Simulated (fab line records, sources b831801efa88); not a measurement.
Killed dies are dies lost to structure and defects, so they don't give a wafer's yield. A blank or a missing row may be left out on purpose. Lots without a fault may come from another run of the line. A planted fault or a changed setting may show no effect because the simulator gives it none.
A struck lot beside a sound one | flow sfq_line | 15 steps out of a route of 325
Sound: wafers L114.2, L114.4, L114.6. Struck: wafer L121.3. (L121.1 of the same lot was not struck and is left out.) The cause comes at the end.
At each step with rows: each side's tool, then ch and its chambers, then its first start. Under that, the readings that differ: sound wafers | struck wafers | difference of the means | sigmas: that difference in standard deviations of wafers without a fault.
alike: readings whose means differ by less than 2 such deviations, and words and numbers that are the same on both sides. not compared: withheld readings, readings that some wafer has no value for, bounds like >300 that may hide the same value, and numbers for which the record gives no deviation and whose values overlap.
The two part at a step that has a row with sigmas, a row that says differs or no value, or rows on one side only. Numbers that don't overlap but have no deviation are shown without sigmas and don't part them. A reading that every wafer of one side lacks parts them only if that side has two wafers or more.

SFQ_TRILAYER_L0_BARC_OPEN_METAL_ETCH_010: etches BARC in O2, target depth 125 nm, time 41.7 s.
  sound on rie_metal-01 ch 0,1, day 6 10:18; struck on rie_metal-01 ch 1, day 8 12:56
  alike: drypump_motor_current_A, oes_product_au
  not compared: rf_hours_counter_h
SFQ_TRILAYER_L0_ETCH_METAL_ETCH_008: etches MoNx KI in SF6/O2, stops on SiO2, target depth 50 nm, time 25 s.
  sound on rie_metal-01 ch 0,1, day 6 10:22; struck on rie_metal-01 ch 1, day 8 12:59
  alike: drypump_motor_current_A, oes_product_au
  not compared: rf_hours_counter_h
SFQ_TRILAYER_L0_STRIP_STRIP_009: strips in O2.
  sound on rie_metal-01 ch 0,1, day 6 10:24; struck on rie_metal-01 ch 1, day 8 13:02
  alike: drypump_motor_current_A, oes_product_au, platen_temp_c
  not compared: rf_hours_counter_h
then, 1 step without rows for these wafers: SFQ_TRILAYER_L0_STRIP_SOLV_CLEAN_010 (cleans in NMP, time 600 s).
SFQ_TRILAYER_L0_CAP_PECVD_011: deposits SiO2 from SiH4/N2O, time 13.333 s, target thk 60 nm.
  sound on pecvd-01 ch 0,2, day 6 11:11; struck on pecvd-04 ch 1, day 8 13:49
  alike: heater_power_w, throttle_valve_pct
  not compared: since_wet_clean_h
then, 6 steps without rows for these wafers: SFQ_TRILAYER_L0_VIA_LITHO_COAT_018 (resist thk 62 nm); SFQ_TRILAYER_L0_VIA_LITHO_COAT_013 (resist thk 650 nm); SFQ_TRILAYER_L0_VIA_LITHO_SOFTBAKE_017; SFQ_TRILAYER_L0_VIA_LITHO_EXPOSE_014 (exposes mask L0V, target cd 700 nm); SFQ_TRILAYER_L0_VIA_LITHO_PEB_016 (peb time 60 s); SFQ_TRILAYER_L0_VIA_LITHO_DEVELOP_015 (time 60 s).
-- the record jumps here: 4 days lie between the struck wafers' starts before and after --
SFQ_L0V_OVL_MEAS_903:
  sound on overlay-01, day 10 10:32; struck on overlay-01, day 12 15:49
  alike: L0V_OVL
SFQ_TRILAYER_L0_VIA_BARC_OPEN_VIA_ETCH_021: etches BARC in O2, target depth 125 nm, time 41.7 s.
  sound on rie_diel-02 ch 0,2, day 10 10:34; struck on rie_diel-01 ch 3, day 12 15:52
  reading                                                 | sound             | struck | difference | sigmas
  model.KrF_of_TRILAYER_L0_VIA_LITHO_COAT_013.thk_nm (nm) | 573.7 574.4 573.7 | 588.9  | +15.0      |
  alike: drypump_motor_current_A, oes_product_au
  not compared: rf_hours_counter_h
SFQ_TRILAYER_L0_VIA_ETCH_VIA_ETCH_016: etches SiO2 in CHF3, stops on MoNx KI, target depth 80 nm.
  sound on rie_diel-02 ch 0,2, day 10 10:36; struck on rie_diel-01 ch 3, day 12 15:54
  reading                                                 | sound             | struck | difference | sigmas
  oes_product_au (a.u.)                                   | 0.834 0.853 0.840 | 0.827  | -0.015     | -2
  model.KrF_of_TRILAYER_L0_VIA_LITHO_COAT_013.thk_nm (nm) | 559.8 560.5 559.9 | 575    | +15        |
  alike: drypump_motor_current_A
SFQ_TRILAYER_L0_VIA_STRIP_STRIP_017: strips in O2.
  sound on rie_metal-04 ch 0,1, day 10 10:39; struck on rie_metal-02 ch 1, day 12 15:57
  reading                     | sound       | struck | difference | sigmas
  drypump_motor_current_A (A) | 5.7 6.3 6.3 | 5.2    | -0.9       | -2
  alike: oes_product_au, platen_temp_c
  not compared: rf_hours_counter_h

WHERE THEY PART
First at SFQ_TRILAYER_L0_VIA_ETCH_VIA_ETCH_016; last, within this record, at SFQ_TRILAYER_L0_VIA_STRIP_STRIP_017.

WHY: what the simulator had put in
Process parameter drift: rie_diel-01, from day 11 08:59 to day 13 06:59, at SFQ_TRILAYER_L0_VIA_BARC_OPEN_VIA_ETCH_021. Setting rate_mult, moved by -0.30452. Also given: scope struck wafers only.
